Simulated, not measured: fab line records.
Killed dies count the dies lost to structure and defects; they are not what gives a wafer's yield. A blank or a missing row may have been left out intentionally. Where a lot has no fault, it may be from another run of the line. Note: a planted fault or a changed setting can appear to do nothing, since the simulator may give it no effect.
8D (eight disciplines) problem report, filled in by code | flow gf180mcu | the parts of the form that need people (team, actions taken, sign-off) are left out

## 1. THE ISSUE
V3_CVD_00_THK at GF_V3_THK_MEAS_01 reads a mean of 510 nm on 1 wafer of 1 lot; wafers without a fault read 598 nm with a standard deviation of 6.5. Measured from the usual mean, that is -14 standard deviations.
First seen on wafer L314.1, day 26 07:50, on film-metro-02. At this step, 39 wafers from 13 lots have a number in the record. Rule for "out", or "out of limits": more than 4 standard deviations from the usual mean. The rest of the wafers with a number are treated as sound.

## 2. WHAT IT IS, AND WHAT IT ISN'T
question                    | is                | is not
which readings at this step | V3_CVD_00_THK     | -
which lots                  | L314              | L300, L301, L302, L303, L304, L305, L309, L318, L320, L321, L322, L323
which wafers of those lots  | L314.1            | L314.2, L314.4
read on which gauges        | film-metro-02     | film-metro-01, film-metro-04
when                        | from day 26 07:50 | up to then (23 sound wafers); but 15 sound wafers of L318, L320, L321, L322, L323 came after

## 3. THE SUSPECTS, EACH WITH WHAT RULES IT OUT
Counting: any tool at a process step up to the reading remains a suspect provided it ran every lot that is out. Sound lots after the first of them don't rule it out here, since some wafers of a struck lot are sound.
- ruled out: the gauge at GF_V3_THK_MEAS_01. All the wafers that are out were read on film-metro-02, but those of them that GF_V3_CVD_00 has rows for are out there too, on other tools.
- pvd-sputter-01 at GF_V2_SPUTTER_21 (material Ti, target thk 15 nm, time 80.02 s): kept. The lot that is out, L314, ran on it at day 25 08:52; the last sound lot it ran before that was L309, at day 23 20:17.
- hdpcvd-01 at GF_V3_CVD_00 (deposits SiO2, target thk 600 nm, time 100 s): kept. The lot that is out, L314, ran on it at day 26 07:46; the last sound lot it ran before that was L305, at day 23 07:27. Its own sih4-flow-sccm readings are out on those wafers.
- hdpcvd-01, GF_V3_CVD_00: wafers that are out in chamber 2, sound lot-mates in chambers 0, 1.
The count leaves hdpcvd-01 at GF_V3_CVD_00 and pvd-sputter-01 at GF_V2_SPUTTER_21.

## 4. THE CAUSE (what the simulator had put in)
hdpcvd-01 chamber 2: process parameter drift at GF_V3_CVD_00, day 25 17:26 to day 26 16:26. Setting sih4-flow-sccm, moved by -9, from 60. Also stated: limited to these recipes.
This tool is one of the 2 suspects left after counting.

## 5. THE EFFECT CHAIN, in route order
Each row: a reading where the mean over the struck wafers with a number is more than 3 standard deviations away from the usual. Scope: only readings with a usual standard deviation given in the record; hours: median across lots of the time from each lot's start at the first step in this table that gives one to its start at this step; sigmas: change in usual standard deviations.
hours | step              | reading        | usual      | on struck wafers | change | sigmas
0     | GF_V3_CVD_00      | sih4-flow-sccm | 60.02 sccm | 51.36            | -8.66  | -46
0     | GF_V3_THK_MEAS_01 | V3_CVD_00_THK  | 598 nm     | 510              | -88    | -14
It contains these process steps:
- GF_V3_CVD_00: deposits SiO2, target thk 600 nm, time 100 s.

## 6. WHAT WOULD HAVE CAUGHT IT SOONER
Counted from the fault's start at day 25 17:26, it took 14 hours until the first out-of-limits reading at a measuring or inspecting step in this record, taken at day 26 07:50.
At GF_V3_CVD_00, the tool's own readings (sih4-flow-sccm) were out on each struck wafer the step has a row for, so an alarm limit on them would have fired on the first such wafer.
The start of GF_V3_CVD_00 on hdpcvd-01 came by day 26 07:50 for every one of the lots that are out (1). Holding the tool at that point would not have protected any of them.
